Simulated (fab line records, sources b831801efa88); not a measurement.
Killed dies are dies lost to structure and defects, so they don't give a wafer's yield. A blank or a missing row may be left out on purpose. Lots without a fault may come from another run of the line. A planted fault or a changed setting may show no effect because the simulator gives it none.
Which tool did it? | flow sky130 | 7 lots, 21 wafers sampled, at 5 steps of a route of 708

WHAT THE GAUGES READ, wafer by wafer
SKY_VT_ADJUST_LVTN_OVL_MEAS_18.
lot  | measured     | on         | VT_ADJUST_LVTN_01_OVL (nm)
L909 | day 8 02:32  | overlay-02 | -2.8 -1.4 -2.7
L911 | day 8 15:34  | overlay-02 | -1.3 0.3 -0.9
L914 | day 9 19:32  | overlay-02 | 0.7 0.5 1.3
L920 | day 11 12:55 | overlay-02 | -0.9 -1.7 -1.4
L924 | day 12 06:54 | overlay-02 | -2.0 -1.8 -1.0
L928 | day 13 13:08 | overlay-01 | -0.8 -1.0 0.0
L931 | day 14 05:37 | overlay-01 | 2.0 0.8 0.9

WHICH TOOL RAN EACH LOT (tool, then ch and the chambers of the sampled wafers, then the start)
lot  | SKY_FIELD_ISO_ETCH_15             | SKY_NWELL_STRIP_14                   | SKY_NWELL_COAT_18                 | SKY_NWELL_STRIP_25
L909 | rie_diel-01 ch 0,1,2, day 2 10:38 | plasma_asher-04 ch 0,1, day 4 21:41  | litho_track-04 ch 0, day 5 05:34  | plasma_asher-02 ch 1, day 5 15:08
L911 | rie_diel-02 ch 0,2,3, day 2 20:13 | plasma_asher-04 ch 1, day 5 06:26    | litho_track-01 ch 0, day 5 15:58  | plasma_asher-01 ch 0,1, day 6 01:28
L914 | rie_diel-02 ch 0,1,2, day 3 12:55 | plasma_asher-01 ch 0,1, day 6 07:59  | litho_track-01 ch 0, day 6 17:55  | plasma_asher-01 ch 0,1, day 7 03:56
L920 | rie_diel-03 ch 0,1,2, day 4 21:10 | plasma_asher-01 ch 0,1, day 7 19:06  | litho_track-01 ch 0, day 8 05:47  | plasma_asher-04 ch 0,1, day 8 16:15
L924 | rie_diel-01 ch 1,2,3, day 5 16:49 | plasma_asher-04 ch 0,1, day 8 12:58  | litho_track-01 ch 0, day 8 23:02  | plasma_asher-02 ch 0,1, day 9 10:49
L928 | rie_diel-03 ch 1,2,3, day 6 13:01 | plasma_asher-04 ch 0,1, day 9 15:38  | litho_track-04 ch 0, day 10 01:56 | plasma_asher-04 ch 0,1, day 10 14:20
L931 | rie_diel-02 ch 0,3, day 7 06:31   | plasma_asher-02 ch 0,1, day 10 05:56 | litho_track-01 ch 0, day 10 16:37 | plasma_asher-04 ch 0,1, day 11 04:32
- SKY_FIELD_ISO_ETCH_15: etches the open film in CHF3/O2, stops on Si, target depth 180 nm, time 72 s.
- SKY_NWELL_STRIP_14: strips in O2/N2.
- SKY_NWELL_COAT_18: resist thk 3000 nm.
- SKY_NWELL_STRIP_25: strips in O2/N2.

THE ANSWER, worked out from the rows above alone
Rule: what is usual is taken from the lots themselves. Put in order of their means at a reading, lots are off if they are a third of the lots or fewer, leave a main group of 4 or more, and stand apart from it by a gap of 3 or more times the standard deviation of the main group's means; of several such gaps the widest counts. A main group whose means are all the same, to the digits that the tables above print for the reading, isn't used. A lot without any number at a reading at which 4 lots or more have one is off too. The other lots that the step has rows for count as sound.
No lot is off at any reading shown: from this, nothing can be told.

WHAT THE SIMULATOR HAD PUT IN
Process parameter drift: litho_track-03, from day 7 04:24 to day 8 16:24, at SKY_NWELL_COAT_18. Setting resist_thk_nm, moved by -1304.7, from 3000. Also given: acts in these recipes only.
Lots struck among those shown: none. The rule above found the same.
